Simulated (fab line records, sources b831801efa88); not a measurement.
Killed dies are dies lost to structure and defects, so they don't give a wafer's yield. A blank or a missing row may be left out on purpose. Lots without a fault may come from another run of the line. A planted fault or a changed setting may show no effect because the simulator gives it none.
Chamber matching | flow sky130 | SKY_VIA3_CMP_02 on cmp-01: 4 sister chambers
The step polishes SiO2. 22 wafers are shown with their chamber, then 11 later ones without.

WAFERS WITH THEIR CHAMBER
wafer  | chamber | motor_current_A (A) | slurry_filter_dp_kPa (kPa)
L074.1 | 0       | 12.8                | 13.38
L074.2 | 1       | 11.1                | 13.43
L074.5 | 3       | 9.2                 | 13.32
L076.2 | 1       | 11.4                | 13.55
L076.4 | 0       | 12.9                | 13.41
L076.5 | 1       | 11.3                | 13.41
L078.2 | 1       | 11.5                | 13.55
L078.3 | 2       | 13.2                | 13.56
L078.5 | 0       | 13.1                | 13.42
L081.3 | 0       | 13.7                | 13.23
L081.4 | 2       | 12.0                | 13.54
L081.6 | 3       | 9.6                 | 13.37
L088.2 | 1       | 10.8                | 13.59
L088.3 | 0       | 13.2                | 13.35
L088.4 | 2       | 12.9                | 13.67
L089.2 | 1       | 11.1                | 13.51
L089.5 | 1       | 11.5                | 13.40
L089.6 | 0       | 12.7                | 13.53
L094.2 | 3       | 8.9                 | 13.49
L094.3 | 1       | 11.6                | 13.64
L094.5 | 0       | 13.3                | 13.38
L093.1 | 1       | 11.8                | 13.40

SIGNATURES (means of the wafers above)
reading              | chamber 0 | chamber 1 | chamber 2 | chamber 3 | scatter within a chamber
motor_current_A      | 13.100    | 11.344    | 12.700    | 9.233     | 0.37
slurry_filter_dp_kPa | 13.3857   | 13.4978   | 13.5900   | 13.3933   | 0.0879
Rule: a wafer's distance from a chamber is the root of the sum, over the readings, of the square of ((its reading less the chamber's mean) divided by the reading's scatter). The wafer belongs to the nearest chamber; if the next one is less than 2 further off, it can't be placed. The scatter: the root of (the sum of the squares of (reading less its chamber's mean) over the shown wafers, divided by (wafers less chambers)).

WAFERS WITHOUT THEIR CHAMBER
wafer  | motor_current_A (A) | slurry_filter_dp_kPa (kPa)
L093.2 | 13.1                | 13.17
L093.6 | 11.4                | 13.55
L095.1 | 13.8                | 13.47
L095.3 | 9.6                 | 13.53
L095.5 | 13.2                | 13.51
L096.1 | 10.6                | 13.77
L096.5 | 12.9                | 13.61
L096.6 | 9.9                 | 13.61
L097.2 | 13.4                | 13.42
L097.3 | 11.6                | 13.46
L097.4 | 12.8                | 13.54

WHICH CHAMBER EACH WENT THROUGH
wafer  | from the rows above     | in truth
L093.2 | 0                       | 0
L093.6 | 1                       | 1
L095.1 | can't be placed: 0 or 2 | 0
L095.3 | 3                       | 3
L095.5 | can't be placed: 0 or 2 | 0
L096.1 | can't be placed: 1 or 3 | 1
L096.5 | 2                       | 2
L096.6 | can't be placed: 3 or 1 | 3
L097.2 | can't be placed: 0 or 2 | 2
L097.3 | 1                       | 1
L097.4 | can't be placed: 2 or 0 | 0
Placed correctly: 5 of 11. Can't be placed from these rows: 6 (the true chamber is among the candidates in 6). Placed wrongly: 0.
